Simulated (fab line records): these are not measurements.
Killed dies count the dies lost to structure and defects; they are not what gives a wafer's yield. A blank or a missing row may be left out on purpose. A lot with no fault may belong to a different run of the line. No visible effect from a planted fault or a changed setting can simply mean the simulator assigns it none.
fab line records | flow gf180mcu | part 2 of 2: steps 31 to 42 of 42
record lots=5 | wafers=15 | last-day=34
route steps=602 shown HV_LDD@198 NSD@235
lots untouched by any fault: they come from a run of this same line in which no faults occurred
start-h: start of the lot's first displayed wafer, in hours after the record's first day | wait-h: how many hours have passed since the lot's step before this one | " repeats the value in the row above | L1.1+2: a single row standing in for several wafers | - no value, or no start was given | * or withheld: withheld | < > ~ a bound
route shown NAME@n: names a module that has steps shown in the file, with the first one's number in the route | usual: mean/standard deviation taken from wafers without a fault | same: alike in all rows | chamber/n: place in a boat | sites: each site's reading | _std_site: the values' standard deviation | _edge_site: outer sites' mean less inner sites' | radius-mm: how far each site lies from the wafer's centre | mask NAME#n: copy n | behind: the most recent tool/chamber to have shaped the wafer | hold: reason for holding the lot/hours on hold/outcome of the hold | device: the transistor (n, p or np) that didn't switch | end of line: tests of these same wafers at the route's end | a step without rows: its recipe alone | killed: not the wafer's yield, but the dies lost to structure and defects at the first sort | map: shows each die of a wafer: x if killed, . if not, _ if none is there
set.NAME: the setting the step ran with; set.NAME@STEP: the setting that earlier step ran with | model.NAME: the simulator's own value behind a step, which no gauge read
lots at selected steps of the route; one table per step, one row per wafer
services: the hour from which a tool's chamber was out of use, counted from the record's first day as start-h (under 0 if before that day), plus the number of hours and why
## steps
# step GF_HV_LDD_RTA_52
# recipe temp-c=1000 | time-s=10 | ambient=N2
# usual lamp-power-pct=30.07/0.032 | wafer_temp_C_max=1006.6/1.9
lot.wafer | tool          | chamber | start-h | wait-h | lamp-power-pct | wafer_temp_C_max
L075.3    | rtp-anneal-02 | 0       | 279.18  | 0.0    | 30.10          | 1008.7
L075.4    | "             | 0       | "       | "      | 30.12          | 1006.3
L075.6    | "             | 0       | "       | "      | 30.06          | 1009.4
L080.3    | rtp-anneal-02 | 0       | 320.00  | 0.0    | 30.11          | 1010.9
L080.4    | "             | 0       | "       | "      | 30.12          | 1005.4
L080.5    | "             | 0       | "       | "      | 30.06          | 1007.7
L087.1    | rtp-anneal-02 | 0       | 379.62  | 0.0    | 30.08          | 1008.5
L087.2    | "             | 0       | "       | "      | 30.08          | 1005.5
L087.6    | "             | 0       | "       | "      | 30.09          | 1007.4
L095.2    | rtp-anneal-02 | 0       | 444.38  | 0.0    | 30.04          | 1007.4
L095.4    | "             | 0       | "       | "      | 30.08          | 1005.4
L095.5    | "             | 0       | "       | "      | 30.11          | 1006.7
L097.3    | rtp-anneal-01 | 0       | 464.64  | 0.0    | 30.06          | 1004.3
L097.5    | "             | 0       | "       | "      | 30.08          | 1005.5
L097.6    | "             | 0       | "       | "      | 30.04          | 1003.6
# step GF_HV_LDD_RS_MEAS_53
# recipe thk-meas-gauge=four-point-probe
# usual HV_LDD_RS=418.0/0.93
lot.wafer | tool          | chamber | start-h | wait-h | HV_LDD_RS[ohm/sq]
L075.3    | film-metro-04 | -       | 279.27  | 0.1    | 417.5
L075.4    | "             | -       | "       | "      | 418.2
L075.6    | "             | -       | "       | "      | 418.2
L080.3    | film-metro-04 | -       | 320.08  | 0.1    | 419.4
L080.4    | "             | -       | "       | "      | 418.3
L080.5    | "             | -       | "       | "      | 417.6
L087.1    | film-metro-04 | -       | 379.69  | 0.1    | 418.7
L087.2    | "             | -       | "       | "      | 419.6
L087.6    | "             | -       | "       | "      | 418.9
L095.2    | film-metro-03 | -       | 444.45  | 0.1    | 417.6
L095.4    | "             | -       | "       | "      | 417.3
L095.5    | "             | -       | "       | "      | 417.0
L097.3    | film-metro-03 | -       | 464.73  | 0.1    | 416.1
L097.5    | "             | -       | "       | "      | 417.1
L097.6    | "             | -       | "       | "      | 417.6
# step GF_HV_LDD_CVD_54
# recipe material=SiO2 | target-thk-nm=10 | precursor=TEOS | temp-c=680 | time-s=75 | pressure-mtorr=400
# usual spike-tc-bottom-C=699/3.9
lot.wafer | tool     | chamber | start-h | wait-h | spike-tc-bottom-C
L075.3    | lpcvd-02 | 0       | 279.35  | 0.1    | 700
L075.4    | "        | 0       | "       | "      | 701
L075.6    | "        | 0       | "       | "      | 701
L080.3    | lpcvd-02 | 1       | 320.16  | 0.1    | 699
L080.4    | "        | 1       | "       | "      | 697
L080.5    | "        | 1       | "       | "      | 699
L087.1    | lpcvd-02 | 0       | 379.81  | 0.1    | 701
L087.2    | "        | 0       | "       | "      | 701
L087.6    | "        | 0       | "       | "      | 700
L095.2    | lpcvd-02 | 0       | 444.55  | 0.1    | 699
L095.4    | "        | 0       | "       | "      | 701
L095.5    | "        | 0       | "       | "      | 700
L097.3    | lpcvd-01 | 1       | 464.81  | 0.1    | 705
L097.5    | "        | 1       | "       | "      | 705
L097.6    | "        | 1       | "       | "      | 706
# step GF_HV_LDD_THK_MEAS_55
# recipe reads=SiO2_of_HV_LDD_CVD_54
# usual HV_LDD_CVD_54_THK=9.97/0.15
lot.wafer | tool          | chamber | start-h | wait-h | HV_LDD_CVD_54_THK[nm]
L075.3    | film-metro-04 | -       | 280.39  | 0.0    | 9.93
L075.4    | "             | -       | "       | "      | 9.97
L075.6    | "             | -       | "       | "      | 10.04
L080.3    | film-metro-01 | -       | 321.20  | 0.0    | 9.88
L080.4    | "             | -       | "       | "      | 10.00
L080.5    | "             | -       | "       | "      | 10.04
L087.1    | film-metro-01 | -       | 380.83  | 0.0    | 9.84
L087.2    | "             | -       | "       | "      | 9.91
L087.6    | "             | -       | "       | "      | 9.81
L095.2    | film-metro-01 | -       | 445.58  | 0.0    | 9.67
L095.4    | "             | -       | "       | "      | 9.74
L095.5    | "             | -       | "       | "      | 9.59
L097.3    | film-metro-03 | -       | 465.85  | 0.0    | 10.18
L097.5    | "             | -       | "       | "      | 10.17
L097.6    | "             | -       | "       | "      | 10.21
# step GF_HV_LDD_CVD_56
# recipe material=Si3N4 | precursor=DCS/NH3 | target-thk-nm=90 | temp-c=770 | time-s=1543 | pressure-mtorr=250
# usual spike-tc-bottom-C=789/3.6
lot.wafer | tool     | chamber | start-h | wait-h | spike-tc-bottom-C
L075.3    | lpcvd-01 | 1       | 280.43  | 0.0    | 795
L075.4    | "        | 1       | "       | "      | 794
L075.6    | "        | 1       | "       | "      | 795
L080.3    | lpcvd-01 | 0       | 321.24  | 0.0    | 784
L080.4    | "        | 0       | "       | "      | 784
L080.5    | "        | 0       | "       | "      | 785
L087.1    | lpcvd-01 | 1       | 380.89  | 0.1    | 794
L087.2    | "        | 1       | "       | "      | 794
L087.6    | "        | 1       | "       | "      | 794
L095.2    | lpcvd-01 | 0       | 445.63  | 0.0    | 785
L095.4    | "        | 0       | "       | "      | 786
L095.5    | "        | 0       | "       | "      | 784
L097.3    | lpcvd-02 | 0       | 465.89  | 0.0    | 789
L097.5    | "        | 0       | "       | "      | 790
L097.6    | "        | 0       | "       | "      | 791
# step GF_HV_LDD_THK_MEAS_57
# recipe reads=Si3N4_of_HV_LDD_CVD_56
# usual HV_LDD_CVD_56_THK=90.0/0.85
lot.wafer | tool          | chamber | start-h | wait-h | HV_LDD_CVD_56_THK[nm]
L075.3    | film-metro-01 | -       | 281.88  | 0.0    | 89.5
L075.4    | "             | -       | "       | "      | 89.7
L075.6    | "             | -       | "       | "      | 89.7
L080.3    | film-metro-04 | -       | 322.69  | 0.0    | 89.0
L080.4    | "             | -       | "       | "      | 88.6
L080.5    | "             | -       | "       | "      | 88.8
L087.1    | film-metro-01 | -       | 383.03  | 0.0    | 88.5
L087.2    | "             | -       | "       | "      | 89.4
L087.6    | "             | -       | "       | "      | 90.2
L095.2    | film-metro-01 | -       | 447.07  | 0.0    | 91.5
L095.4    | "             | -       | "       | "      | 91.7
L095.5    | "             | -       | "       | "      | 91.4
L097.3    | film-metro-03 | -       | 467.34  | 0.0    | 89.6
L097.5    | "             | -       | "       | "      | 90.0
L097.6    | "             | -       | "       | "      | 89.4
# step GF_HV_LDD_ETCHBACK_58
# recipe chemistry=CH3F/O2 | target=Si3N4 | stop-on=SiO2 | source-w=400 | bias-w=80 | pressure-mtorr=25 | ch3f-flow-sccm=40 | O2_flow_sccm=30 | time-s=100 | target-depth-a=900
# usual drypump-motor-current-A=5.35/0.29 | oes-product-au=0.843/0.0059 | throttle-valve-pct=10.561/0.0091
lot.wafer | tool        | chamber | start-h | wait-h | drypump-motor-current-A | oes-product-au | rf-hours-counter-h | throttle-valve-pct
L075.3    | rie-diel-01 | 1       | 281.92  | 0.0    | 5.50                    | 0.848          | 1                  | 10.562
L075.4    | "           | 0       | "       | "      | 5.29                    | 0.839          | 67                 | 10.552
L075.6    | "           | 2       | "       | "      | 5.19                    | 0.837          | -                  | 10.554
L080.3    | rie-diel-04 | 0       | 322.73  | 0.0    | 4.88                    | 0.832          | 21                 | 10.573
L080.4    | "           | 2       | "       | "      | 5.43                    | 0.839          | 10                 | 10.557
L080.5    | "           | 3       | "       | "      | 5.35                    | 0.831          | -                  | 10.557
L087.1    | rie-diel-04 | 2       | 383.09  | 0.1    | 5.43                    | 0.831          | 12                 | 10.567
L087.2    | "           | 1       | "       | "      | 5.51                    | 0.836          | 7                  | 10.551
L087.6    | "           | 1       | "       | "      | 5.51                    | 0.839          | -                  | 10.549
L095.2    | rie-diel-02 | 3       | 447.12  | 0.0    | 5.32                    | 0.844          | 9                  | 10.578
L095.4    | "           | 0       | "       | "      | 5.44                    | 0.848          | 13                 | 10.554
L095.5    | "           | 2       | "       | "      | 4.93                    | 0.847          | -                  | 10.549
L097.3    | rie-diel-04 | 0       | 467.38  | 0.0    | 4.91                    | 0.845          | 25                 | 10.564
L097.5    | "           | 2       | "       | "      | 5.43                    | 0.842          | -                  | 10.569
L097.6    | "           | 1       | "       | "      | 5.53                    | 0.847          | -                  | 10.561
# step GF_NSD_DEHYDRATE_00
# recipe temp-c=200 | time-s=60
lot.wafer  | tool           | chamber | start-h | wait-h
L075.3+4+6 | litho-track-04 | 0       | 291.04  | 9.1
L080.3+4+5 | litho-track-02 | 0       | 332.76  | 10.0
L087.1+2+6 | litho-track-01 | 0       | 393.10  | 10.0
L095.2+4+5 | litho-track-04 | 0       | 458.46  | 11.3
L097.3+5+6 | litho-track-01 | 0       | 478.90  | 11.5
# step GF_NSD_HMDS_01
# recipe prime-time-s=60 | prime-temp-c=120
lot.wafer  | tool           | chamber | start-h | wait-h
L075.3+4+6 | litho-track-04 | 0       | 291.19  | 0.1
L080.3+4+5 | litho-track-02 | 0       | 332.91  | 0.1
L087.1+2+6 | litho-track-01 | 0       | 393.25  | 0.1
L095.2+4+5 | litho-track-04 | 0       | 458.61  | 0.1
L097.3+5+6 | litho-track-01 | 0       | 479.05  | 0.1
# step GF_NSD_COAT_02
# recipe resist=NOVOLAK | spin-rpm=3000 | resist-thk-nm=1000
lot.wafer  | tool           | chamber | start-h | wait-h
L075.3+4+6 | litho-track-04 | 0       | 291.34  | 0.1
L080.3+4+5 | litho-track-02 | 0       | 333.06  | 0.1
L087.1+2+6 | litho-track-01 | 0       | 393.40  | 0.1
L095.2+4+5 | litho-track-04 | 0       | 458.76  | 0.1
L097.3+5+6 | litho-track-01 | 0       | 479.20  | 0.1
# step GF_NSD_SOFTBAKE_03
# recipe temp-c=90 | time-s=60 | resist=NOVOLAK
lot.wafer  | tool           | chamber | start-h | wait-h
L075.3+4+6 | litho-track-04 | 0       | 291.49  | 0.1
L080.3+4+5 | litho-track-02 | 0       | 333.21  | 0.1
L087.1+2+6 | litho-track-01 | 0       | 393.55  | 0.1
L095.2+4+5 | litho-track-04 | 0       | 458.91  | 0.1
L097.3+5+6 | litho-track-01 | 0       | 479.35  | 0.1
# step GF_NSD_EXPOSE_04
# recipe mask-id=Nplus | target-cd-nm=400 | na=0.6 | source-shape=conventional | sigma-outer=0.6 | dose-mj=140
lot.wafer  | tool             | chamber | start-h | wait-h | mask
L075.3+4+6 | iline-stepper-01 | 0       | -       | -      | Nplus#0
L080.3+4+5 | iline-stepper-02 | 0       | -       | -      | Nplus#0
L087.1+2+6 | iline-stepper-01 | 0       | -       | -      | Nplus#0
L095.2+4+5 | iline-stepper-02 | 0       | -       | -      | Nplus#0
L097.3+5+6 | iline-stepper-02 | 0       | -       | -      | Nplus#0
## services
tool             | chamber | start-h | hours | kind
lpcvd-02         | -       | 222.43  | 0.2   | repair
iline-stepper-02 | -       | 232.60  | 1.7   | pm
implanter-02     | -       | 241.34  | 87.9  | pm
implanter-04     | -       | 253.67  | 3.4   | repair
implanter-04     | -       | 259.08  | 3.9   | pm
rtp-anneal-02    | -       | 266.14  | 9.7   | pm
lpcvd-01         | -       | 267.49  | 1.1   | repair
iline-stepper-01 | -       | 280.17  | 1.7   | pm
plasma-asher-04  | -       | 317.38  | 1.7   | repair
implanter-01     | -       | 323.77  | 3.4   | pm
implanter-02     | -       | 329.19  | 4.8   | pm
plasma-asher-01  | -       | 338.43  | 3.3   | repair
implanter-02     | -       | 344.79  | 2.3   | repair
implanter-02     | -       | 347.03  | 0.9   | repair
implanter-04     | -       | 373.25  | 14.6  | pm
implanter-02     | -       | 395.77  | 1.6   | repair
iline-stepper-01 | -       | 417.02  | 2.1   | pm
plasma-asher-01  | -       | 421.25  | 9.0   | pm
lpcvd-01         | -       | 435.08  | 1.2   | repair
implanter-01     | -       | 437.49  | 100.8 | pm
plasma-asher-04  | -       | 447.92  | 2.8   | pm
iline-stepper-02 | -       | 450.67  | 1.7   | pm
implanter-04     | -       | 455.43  | 3.6   | repair
plasma-asher-04  | -       | 465.11  | 13.4  | repair
